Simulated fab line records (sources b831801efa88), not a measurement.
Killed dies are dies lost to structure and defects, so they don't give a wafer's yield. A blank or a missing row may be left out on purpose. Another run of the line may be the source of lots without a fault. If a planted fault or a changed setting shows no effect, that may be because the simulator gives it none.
Matching of chambers / flow gf180mcu / wet bench-03 running GF_V3_STRIP_19: 3 sister chambers
The step strips in post etch residue remover, time 1200 s. 3 wafers are shown with their chamber, then 7 later ones without.

== EACH WAFER AND ITS CHAMBER ==
wafer=L899.3; chamber=0; bath heat duty pct (%)=13.2
wafer=L908.5; chamber=3; bath heat duty pct (%)=14.5
wafer=L917.4; chamber=1; bath heat duty pct (%)=16.2

== WAFERS WITH NO CHAMBER GIVEN ==
wafer=L917.5; bath heat duty pct (%)=16.8
wafer=L918.4; bath heat duty pct (%)=14.5
wafer=L918.5; bath heat duty pct (%)=16.1
wafer=L918.6; bath heat duty pct (%)=16.7
wafer=L920.1; bath heat duty pct (%)=16.4
wafer=L920.5; bath heat duty pct (%)=16.4
wafer=L920.6; bath heat duty pct (%)=15.3

== WHICH CHAMBER EACH WENT THROUGH ==
wafer=L917.5; from the rows above=1; in truth=1
wafer=L918.4; from the rows above=3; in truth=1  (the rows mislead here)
wafer=L918.5; from the rows above=1; in truth=1
wafer=L918.6; from the rows above=1; in truth=1
wafer=L920.1; from the rows above=1; in truth=1
wafer=L920.5; from the rows above=1; in truth=1
wafer=L920.6; from the rows above=can't be placed: 3 or 1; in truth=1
5 of 7 placed correctly. Unplaceable from these rows: 1, with the true chamber sitting among the candidates in 1. Number placed wrongly: 1.
How it was worked out, from the rows above alone: a wafer's distance from a chamber is the root of the sum, over the readings, of the square of ((its reading less the chamber's mean) divided by the reading's scatter). If the next closest chamber is less than 2 further off than the closest, the wafer can't be placed; otherwise it belongs to the closest. Each chamber's mean is taken over the wafers shown for it. The scatter (one wafer shown for each chamber): square how far every hidden wafer sits from the nearest shown wafer, average those squares and take the square root.
